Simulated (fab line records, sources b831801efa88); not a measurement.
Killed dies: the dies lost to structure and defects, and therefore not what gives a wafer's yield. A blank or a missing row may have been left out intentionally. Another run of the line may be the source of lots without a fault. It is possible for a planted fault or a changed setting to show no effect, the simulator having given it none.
Which tool was responsible? | flow sky130 | route of 708 steps, sampled at 1 step: 12 lots, 36 wafers

== WHAT EACH GAUGE READ, for each wafer ==
SKY_SD_P_CD_MEAS_07: the cd target is 380 nm.
lot  | measured     | on        | cd-nm (nm)
L387 | day 25 00:55 | cd-sem-02 | 380.3 379.4 381.0
L388 | day 25 15:01 | cd-sem-01 | 377.4 377.6 374.3
L389 | day 25 21:26 | cd-sem-02 | 382.0 384.2 383.7
L390 | day 25 21:46 | cd-sem-01 | 379.7 377.3 380.5
L392 | day 28 04:17 | cd-sem-01 | 381.0 379.2 376.7
L395 | day 28 06:11 | cd-sem-01 | 381.2 381.2 380.9
L402 | day 30 19:37 | cd-sem-01 | 378.2 381.4 380.0
L403 | day 30 23:50 | cd-sem-01 | 384.5 386.9 382.7
L404 | day 31 01:14 | cd-sem-01 | 379.4 381.8 382.5
L405 | day 31 05:52 | cd-sem-02 | 379.6 381.0 381.9
L408 | day 32 01:50 | cd-sem-01 | 379.1 381.6 377.8
L410 | day 32 23:25 | cd-sem-02 | 380.0 384.2 383.3

== EACH LOT AND THE TOOL THAT RAN IT (in order: tool; ch and the chambers of the sampled wafers; start) ==
Before these readings, the record contains no process step.

== WHAT THE TOOLS THEMSELVES READ (means of the sampled wafers that have a number; where no wafer has one, the mark that the record gives instead) ==
The record holds no such reading with a usual standard deviation.

== THE ANSWER, worked out from the rows above alone ==
Rule: the usual values come from the lots themselves. Put in order of their means at a reading, lots are off if they are a third of the lots or fewer, leave a main group of 4 or more, and stand apart from it by a gap of 3 or more times the standard deviation of the main group's means; of several such gaps the widest counts. A main group is skipped when, at the precision printed for the reading in the tables above, its means are all equal. Also off: a lot with no number at a reading for which 4 or more lots have one. The other lots that the step has rows for count as sound. First the gauges in route order, then the tools' own readings, where a lot's mean is used as printed above. The first step at which some lot is off is used, and at that step the reading that is off furthest; a lot without a number counts as furthest.
Across all readings shown, no lot is off: no conclusion can be drawn from this.

== WHAT WAS PUT IN BY THE SIMULATOR ==
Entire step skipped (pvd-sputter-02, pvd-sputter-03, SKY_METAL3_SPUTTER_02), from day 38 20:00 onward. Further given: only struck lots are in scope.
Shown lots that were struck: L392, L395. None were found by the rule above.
